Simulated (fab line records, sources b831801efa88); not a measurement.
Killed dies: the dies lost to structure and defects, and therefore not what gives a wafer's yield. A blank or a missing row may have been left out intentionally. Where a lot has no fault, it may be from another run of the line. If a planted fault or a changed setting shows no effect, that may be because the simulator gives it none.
Chamber matching -- flow gf180mcu -- 4 sister chambers for GF_STI_CMP_25 on cmp-01
The step polishes, stops on Si3N4, t overpolish 33 s, target thk 524.6 nm. 8 wafers are shown with their chamber, then 9 later ones without.

== WAFERS PAIRED WITH THEIR CHAMBERS ==
wafer,chamber,motor_current_A (A),time_to_endpoint_s (s)
L712.5,3,11.8,124
L713.6,1,13.6,117
L719.1,2,10.3,122
L719.3,0,11.4,124
L719.6,1,14.6,122
L721.1,3,11.0,122
L721.4,2,10.5,117
L721.6,0,12.0,120

== WAFERS WHOSE CHAMBER IS MISSING ==
wafer,motor_current_A (A),time_to_endpoint_s (s)
L723.4,11.6,123
L723.5,11.5,126
L723.6,12.2,124
L725.1,12.0,122
L725.2,11.4,123
L725.4,10.4,121
L726.1,11.7,121
L726.3,11.4,127
L726.5,12.3,122

== WHICH CHAMBER EACH ONE RAN IN ==
wafer,from the rows above,in truth
L723.4,can't be placed: 0 or 3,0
L723.5,can't be placed: 3 or 0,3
L723.6,can't be placed: 0 or 3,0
L725.1,can't be placed: 0 or 3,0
L725.2,can't be placed: 3 or 0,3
L725.4,can't be placed: 2 or 3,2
L726.1,can't be placed: 0 or 3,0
L726.3,can't be placed: 3 or 0 or 2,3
L726.5,can't be placed: 0 or 3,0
0 of 9 placed correctly. Can't be placed from these rows: 9 (the true chamber is among the candidates in 9). Wrongly placed: 0.
How it was worked out, from the rows above alone: a wafer's distance from a chamber is the root of the sum, over the readings, of the square of ((its reading less the chamber's mean) divided by the reading's scatter). The wafer belongs to the nearest chamber; if the next one is less than 2 further off, it can't be placed. The mean given for a chamber averages the wafers shown for that chamber. How the scatter is found: for the shown wafers, subtract from each reading the mean of its chamber, square and add these, divide the total by (wafers less chambers), then take the root.
